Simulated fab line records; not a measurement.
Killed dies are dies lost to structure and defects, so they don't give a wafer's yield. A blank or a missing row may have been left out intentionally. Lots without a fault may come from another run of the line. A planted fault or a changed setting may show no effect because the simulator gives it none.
A single fault, viewed from 2 desks -- flow sky130 -- every desk sees just its own numbers, and what lay behind them comes last

THE TOOL OWNER'S DESK: cvd_w-01
The tool's own readings at SKY_VIA3_CVD_21 (deposits W, target thk 390 nm, time 117.31 s): means of the sampled wafers that have a number, for each lot that ran on this tool. The brackets show how far a lot's mean lies from the usual mean; more than 4 standard deviations puts the lot out of limits, marked OUT.
Columns: A = heater_power_w at SKY_VIA3_CVD_21, usual 842 W
lot,first seen here,A
L974,day 40 16:13,879
L975,day 40 23:20,885
L980,day 42 14:21,837
L991,day 45 15:15,888
L993,day 46 13:13,882
Finding of this desk: none of the 5 lots has anything out of limits.

METROLOGY DESK
Lot by lot, what the gauges showed, no matter which tool ran the lot: averages of those sampled wafers that carry a number. The brackets show how far a lot's mean lies from the usual mean; more than 4 standard deviations puts the lot out of limits, marked OUT.
Columns: A = CAPM_OVL at SKY_CAPM_OVL_MEAS_12, usual 0.9 nm; B = VIA3_W_RS at SKY_VIA3_RS_MEAS_22, usual 0.294 ohm/sq; C = VIA3_W_THK at SKY_VIA3_THK_MEAS_23, usual 395 nm
lot,first seen here,A,B,C
L973,day 37 22:31,0.3,0.292,394
L974,day 38 09:55,1.6,0.295,392
L975,day 38 17:43,-0.8,0.291,400
L980,day 40 10:16,0.7,0.386 (+23) OUT,323 (-12) OUT
L985,day 41 18:07,0.7,0.290,395
L988,day 42 15:10,2.6,0.291,396
L991,day 43 15:55,0.4,0.290,406
L993,day 44 11:34,0.4,0.295,396
L994,day 44 13:07,-1.8,0.298,389
L995,day 44 20:17,3.0,0.297,392
This desk reports L980 out of limits; the earliest was L980 at day 42 14:29 (VIA3_W_RS at SKY_VIA3_RS_MEAS_22). L973, L974, L975, L985, L988, L991, L993, L994, L995 stayed within limits.

PUT TOGETHER
L980 would have let the metrology desk raise an alarm at day 42 14:29.
The tool owner's desk saw nothing out of limits.
On record at the tool owner's desk: L980, within its limits.
On cvd_w-01, each named lot ran SKY_VIA3_CVD_21.

WHAT HAD BEEN PUT IN BY THE SIMULATOR
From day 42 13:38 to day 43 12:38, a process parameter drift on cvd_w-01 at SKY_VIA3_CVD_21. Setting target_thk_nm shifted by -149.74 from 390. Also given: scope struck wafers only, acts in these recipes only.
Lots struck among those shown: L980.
Time in hours between the start of the fault and the first out-of-limits reading at each desk: metrology desk, 1.
